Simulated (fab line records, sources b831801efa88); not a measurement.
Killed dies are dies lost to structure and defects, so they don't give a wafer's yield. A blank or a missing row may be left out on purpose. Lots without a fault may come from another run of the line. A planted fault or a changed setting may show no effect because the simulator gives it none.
Chamber matching | flow gf180mcu | GF_V5_ETCH_16 on rie_diel-03: 4 sister chambers
The step etches BARC in N2/H2. 20 wafers are shown with their chamber, then 10 later ones without.

WAFERS WITH THEIR CHAMBER
wafer  | chamber | drypump_motor_current_A (A) | oes_product_au (a.u.) | h2_flow_sccm (sccm)
L075.1 | 3       | 5.8                         | 0.850                 | 200.5
L075.5 | 0       | 5.7                         | 0.853                 | 199.2
L075.6 | 3       | 5.8                         | 0.866                 | 199.5
L078.1 | 0       | 5.7                         | 0.848                 | 200.0
L078.4 | 1       | 5.3                         | 0.854                 | 200.6
L078.5 | 3       | 5.8                         | 0.855                 | 199.7
L084.1 | 0       | 5.7                         | 0.854                 | 199.8
L084.4 | 2       | 5.3                         | 0.859                 | 200.3
L084.6 | 1       | 5.3                         | 0.854                 | 199.6
L085.1 | 3       | 5.8                         | 0.856                 | 200.6
L085.5 | 2       | 5.2                         | 0.869                 | 200.1
L085.6 | 3       | 5.8                         | 0.863                 | 201.0
L087.2 | 2       | 5.2                         | 0.851                 | 199.3
L087.5 | 0       | 5.7                         | 0.848                 | 200.4
L087.6 | 1       | 5.3                         | 0.852                 | 199.7
L088.1 | 3       | 5.9                         | 0.855                 | 200.4
L088.3 | 0       | 5.7                         | 0.855                 | 200.2
L088.5 | 2       | 5.2                         | 0.860                 | 199.4
L089.1 | 0       | 5.7                         | 0.854                 | 200.0
L089.5 | 2       | 5.2                         | 0.859                 | 199.3

SIGNATURES (means of the wafers above)
reading                 | chamber 0 | chamber 1 | chamber 2 | chamber 3 | scatter within a chamber
drypump_motor_current_A | 5.700     | 5.300     | 5.220     | 5.817     | 0.032
oes_product_au          | 0.85200   | 0.85333   | 0.85960   | 0.85750   | 0.00493
h2_flow_sccm            | 199.933   | 199.967   | 199.680   | 200.283   | 0.501
Rule: a wafer's distance from a chamber is the root of the sum, over the readings, of the square of ((its reading less the chamber's mean) divided by the reading's scatter). The wafer belongs to the nearest chamber; if the next one is less than 2 further off, it can't be placed. The scatter: the root of (the sum of the squares of (reading less its chamber's mean) over the shown wafers, divided by (wafers less chambers)).

WAFERS WITHOUT THEIR CHAMBER
wafer  | drypump_motor_current_A (A) | oes_product_au (a.u.) | h2_flow_sccm (sccm)
L089.6 | 5.3                         | 0.855                 | 199.8
L093.2 | 5.8                         | 0.854                 | 200.4
L093.3 | 5.3                         | 0.856                 | 200.7
L093.6 | 5.2                         | 0.861                 | 200.5
L095.1 | 5.8                         | 0.847                 | 200.0
L095.3 | 5.2                         | 0.855                 | 200.7
L095.6 | 5.2                         | 0.846                 | 200.3
L096.1 | 5.3                         | 0.852                 | 199.8
L096.2 | 5.2                         | 0.846                 | 200.0
L096.4 | 5.7                         | 0.849                 | 199.9

WHICH CHAMBER EACH WENT THROUGH
wafer  | from the rows above     | in truth
L089.6 | 1                       | 1
L093.2 | 3                       | 3
L093.3 | can't be placed: 1 or 2 | 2
L093.6 | can't be placed: 2 or 1 | 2
L095.1 | can't be placed: 3 or 0 | 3
L095.3 | can't be placed: 2 or 1 | 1
L095.6 | can't be placed: 2 or 1 | 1
L096.1 | 1                       | 1
L096.2 | can't be placed: 2 or 1 | 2
L096.4 | 0                       | 0
Placed correctly: 4 of 10. Can't be placed from these rows: 6 (the true chamber is among the candidates in 6). Placed wrongly: 0.
